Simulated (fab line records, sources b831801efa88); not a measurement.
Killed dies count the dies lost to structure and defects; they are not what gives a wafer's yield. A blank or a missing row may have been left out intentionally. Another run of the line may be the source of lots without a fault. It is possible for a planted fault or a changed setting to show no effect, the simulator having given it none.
Matching of chambers || flow sky130 || SKY_CONTACT_ETCH_17 on rie diel-02: 4 sister chambers
The step etches SiO2 in C4F8/O2/Ar, stops on Si3N4, target depth 340 nm. 8 wafers are shown with their chamber, then 8 later ones without.

## WAFERS WITH THEIR CHAMBER
{"wafer": "L077.2", "chamber": 0, "oes product au (a.u.)": 0.881}
{"wafer": "L083.2", "chamber": 1, "oes product au (a.u.)": 0.889}
{"wafer": "L085.2", "chamber": 2, "oes product au (a.u.)": 0.887}
{"wafer": "L085.3", "chamber": 1, "oes product au (a.u.)": 0.891}
{"wafer": "L085.6", "chamber": 2, "oes product au (a.u.)": 0.883}
{"wafer": "L089.3", "chamber": 0, "oes product au (a.u.)": 0.888}
{"wafer": "L089.6", "chamber": 3, "oes product au (a.u.)": 0.891}
{"wafer": "L087.1", "chamber": 3, "oes product au (a.u.)": 0.899}

## WAFERS WITH NO CHAMBER GIVEN
{"wafer": "L087.3", "oes product au (a.u.)": 0.887}
{"wafer": "L087.6", "oes product au (a.u.)": 0.887}
{"wafer": "L092.1", "oes product au (a.u.)": 0.892}
{"wafer": "L092.2", "oes product au (a.u.)": 0.895}
{"wafer": "L092.3", "oes product au (a.u.)": 0.892}
{"wafer": "L092.4", "oes product au (a.u.)": 0.895}
{"wafer": "L092.5", "oes product au (a.u.)": 0.893}
{"wafer": "L092.6", "oes product au (a.u.)": 0.888}

## THE CHAMBER EACH PASSED THROUGH
{"wafer": "L087.3", "from the rows above": "can't be placed: 2 or 0 or 1 or 3", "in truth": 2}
{"wafer": "L087.6", "from the rows above": "can't be placed: 2 or 0 or 1 or 3", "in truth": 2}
{"wafer": "L092.1", "from the rows above": "can't be placed: 1 or 3 or 2 or 0", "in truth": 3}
{"wafer": "L092.2", "from the rows above": "can't be placed: 3 or 1", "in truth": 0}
{"wafer": "L092.3", "from the rows above": "can't be placed: 1 or 3 or 2 or 0", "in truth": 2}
{"wafer": "L092.4", "from the rows above": "can't be placed: 3 or 1", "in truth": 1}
{"wafer": "L092.5", "from the rows above": "can't be placed: 3 or 1 or 2 or 0", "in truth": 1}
{"wafer": "L092.6", "from the rows above": "can't be placed: 1 or 2 or 0 or 3", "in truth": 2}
Placed correctly: 0 of 8. Cannot be placed on the basis of these rows: 8; the candidates contain the true chamber in 7. Placed wrongly: 0.
How it was worked out, from the rows above alone: a wafer's distance from a chamber is the root of the sum, over the readings, of the square of ((its reading less the chamber's mean) divided by the reading's scatter). The wafer belongs to the nearest chamber; if the next one is less than 2 further off, it can't be placed. Each chamber's mean is taken over the wafers shown for it. The scatter is the square root of a quotient: the sum, over the shown wafers, of each reading's squared deviation from its chamber's mean, divided by wafers minus chambers.
